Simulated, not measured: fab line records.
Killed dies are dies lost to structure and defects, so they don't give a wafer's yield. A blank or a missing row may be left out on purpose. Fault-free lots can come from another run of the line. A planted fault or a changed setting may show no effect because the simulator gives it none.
Matching of chambers -- flow sky130 -- cmp-01 running SKY_VIA3_CMP_24: 4 sister chambers
The step polishes, stops on SiO2, t overpolish 20 s, target thk 0 nm. 4 wafers are shown with their chamber, then 7 later ones without.

WAFERS PAIRED WITH THEIR CHAMBERS
wafer,chamber,motorCurrentA (A)
L572.1,2,11.4
L579.6,1,10.2
L580.2,3,8.7
L580.3,0,11.7

WAFERS WITHOUT THEIR CHAMBER
wafer,motorCurrentA (A)
L580.5,8.9
L582.1,8.7
L582.3,11.8
L582.5,12.6
L590.1,11.6
L590.2,9.0
L590.4,10.4

WHICH CHAMBER EACH ONE RAN IN
wafer,from the rows above,in truth
L580.5,3,3
L582.1,3,3
L582.3,can't be placed: 0 or 2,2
L582.5,can't be placed: 0 or 2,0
L590.1,can't be placed: 0 or 2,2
L590.2,3,3
L590.4,1,1
Correct placement for 4 of the 7. Cannot be placed on the basis of these rows: 3; the candidates contain the true chamber in 3. 0 placed wrongly.
How it was worked out, from the rows above alone: a wafer's distance from a chamber is the root of the sum, over the readings, of the square of ((its reading less the chamber's mean) divided by the reading's scatter). If the next closest chamber is less than 2 further off than the closest, the wafer can't be placed; otherwise it belongs to the closest. A chamber's mean is the mean of its shown wafers. The scatter: with one shown wafer a chamber, the root of the mean of the squares of how far each hidden wafer lies from its nearest shown one.
